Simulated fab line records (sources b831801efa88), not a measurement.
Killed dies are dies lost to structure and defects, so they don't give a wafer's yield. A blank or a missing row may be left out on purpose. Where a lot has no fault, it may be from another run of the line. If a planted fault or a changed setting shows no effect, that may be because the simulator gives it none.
The tool behind it: which one? :: flow gf180mcu :: 24 lots, 72 wafers sampled, at 5 steps of a route of 602

## WHAT EACH GAUGE READ, for each wafer
GF_M4_RS_MEAS_05: the measuring method here is four-point-probe. Usual: M4_ALCU_RS 0.0674 ohm/sq, standard deviation 0.00058.
lot: L074
measured: day 23 13:32
on: film metro-04
M4_ALCU_RS (ohm/sq): 0.0676 0.0675 0.0669
flag: 

lot: L075
measured: day 23 23:26
on: film metro-03
M4_ALCU_RS (ohm/sq): 0.0664 0.0664 0.0674
flag: 

lot: L076
measured: day 24 01:08
on: film metro-04
M4_ALCU_RS (ohm/sq): 0.0674 0.0669 0.0671
flag: 

lot: L077
measured: day 24 16:16
on: film metro-04
M4_ALCU_RS (ohm/sq): 0.0667 0.0668 0.0672
flag: 

lot: L078
measured: day 25 01:40
on: film metro-03
M4_ALCU_RS (ohm/sq): 0.0689 0.0676 0.0677
flag: 

lot: L079
measured: day 25 06:49
on: film metro-04
M4_ALCU_RS (ohm/sq): 0.0673 0.0680 0.0676
flag: 

lot: L080
measured: day 25 07:46
on: film metro-04
M4_ALCU_RS (ohm/sq): 0.0679 0.0671 0.0670
flag: 

lot: L081
measured: day 25 23:47
on: film metro-02
M4_ALCU_RS (ohm/sq): 0.0672 0.0681 0.0679
flag: 

lot: L082
measured: day 25 23:53
on: film metro-03
M4_ALCU_RS (ohm/sq): 0.0681 0.0675 0.0682
flag: 

lot: L083
measured: day 26 12:13
on: film metro-03
M4_ALCU_RS (ohm/sq): 0.0666 0.0668 0.0671
flag: 

lot: L084
measured: day 26 17:47
on: film metro-03
M4_ALCU_RS (ohm/sq): 0.0675 0.0681 0.0673
flag: 

lot: L085
measured: day 27 04:01
on: film metro-02
M4_ALCU_RS (ohm/sq): 0.0671 0.0672 0.0673
flag: 

lot: L086
measured: day 27 04:24
on: film metro-04
M4_ALCU_RS (ohm/sq): 0.0679 0.0682 0.0679
flag: 

lot: L087
measured: day 27 13:34
on: film metro-02
M4_ALCU_RS (ohm/sq): 0.0671 0.0673 0.0668
flag: 

lot: L088
measured: day 27 17:29
on: film metro-02
M4_ALCU_RS (ohm/sq): 0.0677 0.0685 0.0680
flag: 

lot: L089
measured: day 28 03:15
on: film metro-03
M4_ALCU_RS (ohm/sq): 0.0676 0.0689 0.0679
flag: 

lot: L090
measured: day 28 09:31
on: film metro-02
M4_ALCU_RS (ohm/sq): 0.0679 0.0680 0.0675
flag: 

lot: L091
measured: day 28 17:20
on: film metro-02
M4_ALCU_RS (ohm/sq): 0.0679 0.0678 0.0676
flag: 

lot: L092
measured: day 28 22:07
on: film metro-02
M4_ALCU_RS (ohm/sq): 0.0687 0.0667 0.0671
flag: 

lot: L093
measured: day 29 00:21
on: film metro-04
M4_ALCU_RS (ohm/sq): 0.0683 0.0683 0.0677
flag: 

lot: L094
measured: day 29 08:45
on: film metro-03
M4_ALCU_RS (ohm/sq): 0.0680 0.0671 0.0679
flag: 

lot: L095
measured: day 29 16:47
on: film metro-04
M4_ALCU_RS (ohm/sq): 0.0669 0.0672 0.0672
flag: 

lot: L096
measured: day 29 22:31
on: film metro-04
M4_ALCU_RS (ohm/sq): 0.0678 0.0676 0.0679
flag: 

lot: L097
measured: day 30 08:35
on: film metro-03
M4_ALCU_RS (ohm/sq): 0.0667 0.0662 0.0661
flag: 

GF_V4_CD_MEAS_14 targets a cd of 260 nm. Usual: 259.7 nm for cd nm, sd 1.3.
lot: L074
measured: day 25 08:38
on: cd sem-02
cd nm (nm): 259.4 259.9 259.2
flag: 

lot: L075
measured: day 25 18:32
on: cd sem-01
cd nm (nm): 261.7 262.8 261.0
flag: 

lot: L076
measured: day 25 19:30
on: cd sem-02
cd nm (nm): 259.7 259.8 259.8
flag: 

lot: L077
measured: day 26 11:19
on: cd sem-01
cd nm (nm): 259.9 260.0 259.2
flag: 

lot: L078
measured: day 26 21:44
on: cd sem-02
cd nm (nm): 261.2 261.8 260.9
flag: 

lot: L079
measured: day 27 02:58
on: cd sem-02
cd nm (nm): 258.9 258.8 258.2
flag: 

lot: L080
measured: day 27 03:01
on: cd sem-01
cd nm (nm): 258.8 259.2 258.8
flag: 

lot: L081
measured: day 27 18:43
on: cd sem-02
cd nm (nm): 259.8 260.6 259.5
flag: 

lot: L082
measured: day 27 19:14
on: cd sem-02
cd nm (nm): 258.3 258.9 257.9
flag: 

lot: L083
measured: day 28 06:11
on: cd sem-02
cd nm (nm): 260.0 260.0 259.9
flag: 

lot: L084
measured: day 28 11:14
on: cd sem-01
cd nm (nm): 260.4 260.0 259.8
flag: 

lot: L085
measured: day 28 21:52
on: cd sem-02
cd nm (nm): 260.8 261.4 260.1
flag: 

lot: L086
measured: day 28 22:17
on: cd sem-01
cd nm (nm): 262.3 261.4 261.2
flag: 

lot: L087
measured: day 29 06:31
on: cd sem-02
cd nm (nm): 259.4 259.7 258.3
flag: 

lot: L088
measured: day 29 10:07
on: cd sem-01
cd nm (nm): 261.8 260.2 260.3
flag: 

lot: L089
measured: day 29 19:28
on: cd sem-02
cd nm (nm): 260.0 259.5 259.1
flag: 

lot: L090
measured: day 30 02:28
on: cd sem-02
cd nm (nm): 258.1 259.1 259.1
flag: 

lot: L091
measured: day 30 10:41
on: cd sem-02
cd nm (nm): 259.9 260.1 260.6
flag: 

lot: L092
measured: day 30 14:25
on: cd sem-02
cd nm (nm): 260.6 261.6 259.8
flag: 

lot: L093
measured: day 30 16:31
on: cd sem-02
cd nm (nm): 260.4 260.1 260.4
flag: 

lot: L094
measured: day 31 00:12
on: cd sem-01
cd nm (nm): 257.2 257.2 257.1
flag: 

lot: L095
measured: day 31 08:05
on: cd sem-02
cd nm (nm): 260.3 259.8 260.8
flag: 

lot: L096
measured: day 31 13:14
on: cd sem-01
cd nm (nm): 258.1 257.8 256.9
flag: 

lot: L097
measured: day 31 22:15
on: cd sem-02
cd nm (nm): 257.4 258.6 258.8
flag: 

GF_V4_OVL_MEAS_15. Usual: V4_OVL 1 nm, standard deviation 5.8.
lot: L074
measured: day 25 08:45
on: overlay-01
V4_OVL (nm): -16 -9 -7
flag: 

lot: L075
measured: day 25 18:37
on: overlay-02
V4_OVL (nm): -3 0 7
flag: 

lot: L076
measured: day 25 19:37
on: overlay-01
V4_OVL (nm): 1 4 -4
flag: 

lot: L077
measured: day 26 11:26
on: overlay-02
V4_OVL (nm): 2 5 -2
flag: 

lot: L078
measured: day 26 21:51
on: overlay-01
V4_OVL (nm): 2 10 7
flag: 

lot: L079
measured: day 27 03:05
on: overlay-02
V4_OVL (nm): 1 -2 -8
flag: 

lot: L080
measured: day 27 03:08
on: overlay-01
V4_OVL (nm): 3 1 -4
flag: 

lot: L081
measured: day 27 18:50
on: overlay-02
V4_OVL (nm): 0 4 3
flag: 

lot: L082
measured: day 27 19:20
on: overlay-01
V4_OVL (nm): 4 -3 7
flag: 

lot: L083
measured: day 28 06:17
on: overlay-01
V4_OVL (nm): 3 5 7
flag: 

lot: L084
measured: day 28 11:21
on: overlay-02
V4_OVL (nm): 9 5 0
flag: 

lot: L085
measured: day 28 21:59
on: overlay-01
V4_OVL (nm): 2 2 3
flag: 

lot: L086
measured: day 28 22:24
on: overlay-02
V4_OVL (nm): 1 -3 6
flag: 

lot: L087
measured: day 29 06:38
on: overlay-02
V4_OVL (nm): -3 1 14
flag: 

lot: L088
measured: day 29 10:14
on: overlay-01
V4_OVL (nm): 1 3 -5
flag: 

lot: L089
measured: day 29 19:35
on: overlay-01
V4_OVL (nm): 0 -1 -1
flag: 

lot: L090
measured: day 30 02:32
on: overlay-02
V4_OVL (nm): 8 1 17
flag: 

lot: L091
measured: day 30 10:48
on: overlay-01
V4_OVL (nm): -9 -18 -9
flag: 

lot: L092
measured: day 30 14:30
on: overlay-01
V4_OVL (nm): 4 -4 0
flag: 

lot: L093
measured: day 30 16:38
on: overlay-02
V4_OVL (nm): 12 9 3
flag: 

lot: L094
measured: day 31 00:19
on: overlay-02
V4_OVL (nm): -4 -9 -6
flag: 

lot: L095
measured: day 31 08:12
on: overlay-01
V4_OVL (nm): -1 1 -7
flag: 

lot: L096
measured: day 31 13:20
on: overlay-02
V4_OVL (nm): 4 2 -12
flag: 

lot: L097
measured: day 31 22:21
on: overlay-01
V4_OVL (nm): 0 5 -6
flag: 

## TOOL THAT RAN EACH LOT (tool first, then ch and the chambers of the sampled wafers, then the start)
lot: L074
GF_V3_SPUTTER_22: pvd sputter-02, day 23 12:39
GF_M4_SPUTTER_01: pvd sputter-02, day 23 13:24

lot: L075
GF_V3_SPUTTER_22: pvd sputter-03, day 23 22:31
GF_M4_SPUTTER_01: pvd sputter-02, day 23 23:15

lot: L076
GF_V3_SPUTTER_22: pvd sputter-03, day 24 00:11
GF_M4_SPUTTER_01: pvd sputter-01, day 24 01:01

lot: L077
GF_V3_SPUTTER_22: pvd sputter-01, day 24 15:24
GF_M4_SPUTTER_01: pvd sputter-02, day 24 16:08

lot: L078
GF_V3_SPUTTER_22: pvd sputter-03, day 25 00:48
GF_M4_SPUTTER_01: pvd sputter-02, day 25 01:32

lot: L079
GF_V3_SPUTTER_22: pvd sputter-03, day 25 05:57
GF_M4_SPUTTER_01: pvd sputter-01, day 25 06:41

lot: L080
GF_V3_SPUTTER_22: pvd sputter-03, day 25 06:55
GF_M4_SPUTTER_01: pvd sputter-02, day 25 07:38

lot: L081
GF_V3_SPUTTER_22: pvd sputter-03, day 25 22:56
GF_M4_SPUTTER_01: pvd sputter-01, day 25 23:40

lot: L082
GF_V3_SPUTTER_22: pvd sputter-02, day 25 23:01
GF_M4_SPUTTER_01: pvd sputter-02, day 25 23:44

lot: L083
GF_V3_SPUTTER_22: pvd sputter-03, day 26 11:21
GF_M4_SPUTTER_01: pvd sputter-01, day 26 12:05

lot: L084
GF_V3_SPUTTER_22: pvd sputter-01, day 26 16:55
GF_M4_SPUTTER_01: pvd sputter-01, day 26 17:38

lot: L085
GF_V3_SPUTTER_22: pvd sputter-01, day 27 03:09
GF_M4_SPUTTER_01: pvd sputter-01, day 27 03:53

lot: L086
GF_V3_SPUTTER_22: pvd sputter-03, day 27 03:32
GF_M4_SPUTTER_01: pvd sputter-02, day 27 04:16

lot: L087
GF_V3_SPUTTER_22: pvd sputter-03, day 27 12:43
GF_M4_SPUTTER_01: pvd sputter-04, day 27 13:27

lot: L088
GF_V3_SPUTTER_22: pvd sputter-02, day 27 16:37
GF_M4_SPUTTER_01: pvd sputter-01, day 27 17:22

lot: L089
GF_V3_SPUTTER_22: pvd sputter-01, day 28 02:24
GF_M4_SPUTTER_01: pvd sputter-04, day 28 03:08

lot: L090
GF_V3_SPUTTER_22: pvd sputter-02, day 28 08:36
GF_M4_SPUTTER_01: pvd sputter-04, day 28 09:20

lot: L091
GF_V3_SPUTTER_22: pvd sputter-01, day 28 16:29
GF_M4_SPUTTER_01: pvd sputter-02, day 28 17:13

lot: L092
GF_V3_SPUTTER_22: pvd sputter-01, day 28 21:14
GF_M4_SPUTTER_01: pvd sputter-02, day 28 21:58

lot: L093
GF_V3_SPUTTER_22: pvd sputter-03, day 28 23:30
GF_M4_SPUTTER_01: pvd sputter-02, day 29 00:14

lot: L094
GF_V3_SPUTTER_22: pvd sputter-01, day 29 07:45
GF_M4_SPUTTER_01: pvd sputter-02, day 29 08:38

lot: L095
GF_V3_SPUTTER_22: pvd sputter-01, day 29 15:41
GF_M4_SPUTTER_01: pvd sputter-01, day 29 16:40

lot: L096
GF_V3_SPUTTER_22: pvd sputter-02, day 29 21:36
GF_M4_SPUTTER_01: pvd sputter-04, day 29 22:22

lot: L097
GF_V3_SPUTTER_22: pvd sputter-01, day 30 07:41
GF_M4_SPUTTER_01: pvd sputter-04, day 30 08:26
- GF_V3_SPUTTER_22: material TiN, target thk 10 nm, time 40 s.
- GF_M4_SPUTTER_01: material TiN, target thk 30 nm, time 25 s.

## WHAT THE TOOLS THEMSELVES READ (means of the sampled wafers that have a number; where no wafer has one, the mark that the record gives instead)
GF_V3_SPUTTER_22. Usual: 29.8 % for throttle valve pct, sd 1.1.
lot: L074
tool: pvd sputter-02
throttle valve pct (%): 30.2
flag: 

lot: L075
tool: pvd sputter-03
throttle valve pct (%): 29.3
flag: 

lot: L076
tool: pvd sputter-03
throttle valve pct (%): 29.7
flag: 

lot: L077
tool: pvd sputter-01
throttle valve pct (%): 30.1
flag: 

lot: L078
tool: pvd sputter-03
throttle valve pct (%): 29.5
flag: 

lot: L079
tool: pvd sputter-03
throttle valve pct (%): 28.6
flag: 

lot: L080
tool: pvd sputter-03
throttle valve pct (%): 29.3
flag: 

lot: L081
tool: pvd sputter-03
throttle valve pct (%): 30.3
flag: 

lot: L082
tool: pvd sputter-02
throttle valve pct (%): 30.0
flag: 

lot: L083
tool: pvd sputter-03
throttle valve pct (%): 29.0
flag: 

lot: L084
tool: pvd sputter-01
throttle valve pct (%): 30.4
flag: 

lot: L085
tool: pvd sputter-01
throttle valve pct (%): 30.2
flag: 

lot: L086
tool: pvd sputter-03
throttle valve pct (%): 30.1
flag: 

lot: L087
tool: pvd sputter-03
throttle valve pct (%): 28.7
flag: 

lot: L088
tool: pvd sputter-02
throttle valve pct (%): 29.9
flag: 

lot: L089
tool: pvd sputter-01
throttle valve pct (%): 29.9
flag: 

lot: L090
tool: pvd sputter-02
throttle valve pct (%): 29.8
flag: 

lot: L091
tool: pvd sputter-01
throttle valve pct (%): 30.3
flag: 

lot: L092
tool: pvd sputter-01
throttle valve pct (%): 30.7
flag: 

lot: L093
tool: pvd sputter-03
throttle valve pct (%): 28.7
flag: 

lot: L094
tool: pvd sputter-01
throttle valve pct (%): 30.7
flag: 

lot: L095
tool: pvd sputter-01
throttle valve pct (%): 29.9
flag: 

lot: L096
tool: pvd sputter-02
throttle valve pct (%): 30.2
flag: 

lot: L097
tool: pvd sputter-01
throttle valve pct (%): 30.1
flag: 

GF_M4_SPUTTER_01. Usual: 29.9 % for throttle valve pct, sd 0.74.
lot: L074
tool: pvd sputter-02
throttle valve pct (%): 30.3
flag: 

lot: L075
tool: pvd sputter-02
throttle valve pct (%): 29.9
flag: 

lot: L076
tool: pvd sputter-01
throttle valve pct (%): 30.6
flag: 

lot: L077
tool: pvd sputter-02
throttle valve pct (%): 30.1
flag: 

lot: L078
tool: pvd sputter-02
throttle valve pct (%): 29.9
flag: 

lot: L079
tool: pvd sputter-01
throttle valve pct (%): 30.0
flag: 

lot: L080
tool: pvd sputter-02
throttle valve pct (%): 30.1
flag: 

lot: L081
tool: pvd sputter-01
throttle valve pct (%): 29.9
flag: 

lot: L082
tool: pvd sputter-02
throttle valve pct (%): 30.0
flag: 

lot: L083
tool: pvd sputter-01
throttle valve pct (%): 30.5
flag: 

lot: L084
tool: pvd sputter-01
throttle valve pct (%): 30.8
flag: 

lot: L085
tool: pvd sputter-01
throttle valve pct (%): 29.5
flag: 

lot: L086
tool: pvd sputter-02
throttle valve pct (%): 29.9
flag: 

lot: L087
tool: pvd sputter-04
throttle valve pct (%): 29.8
flag: 

lot: L088
tool: pvd sputter-01
throttle valve pct (%): 30.1
flag: 

lot: L089
tool: pvd sputter-04
throttle valve pct (%): 29.0
flag: 

lot: L090
tool: pvd sputter-04
throttle valve pct (%): 29.1
flag: 

lot: L091
tool: pvd sputter-02
throttle valve pct (%): 29.7
flag: 

lot: L092
tool: pvd sputter-02
throttle valve pct (%): 29.9
flag: 

lot: L093
tool: pvd sputter-02
throttle valve pct (%): 30.0
flag: 

lot: L094
tool: pvd sputter-02
throttle valve pct (%): 29.9
flag: 

lot: L095
tool: pvd sputter-01
throttle valve pct (%): 29.7
flag: 

lot: L096
tool: pvd sputter-04
throttle valve pct (%): 29.7
flag: 

lot: L097
tool: pvd sputter-04
throttle valve pct (%): 29.3
flag: 

## THE ANSWER, worked out from the rows above alone
Rule: a lot counts as off when the mean over its wafers that have a number is more than 3 standard deviations away from the usual mean. Also off: a lot with no number at a reading for which 4 or more lots have one. Any other lot the step has rows for is counted as sound. First the gauges in route order, then the tools' own readings, where a lot's mean is used as printed above. At the first step where some lot is off, the reading lying furthest off is the one used; lots without a number count as furthest.
None of the lots is off at any reading shown; this tells nothing.

## WHAT WAS PUT IN BY THE SIMULATOR
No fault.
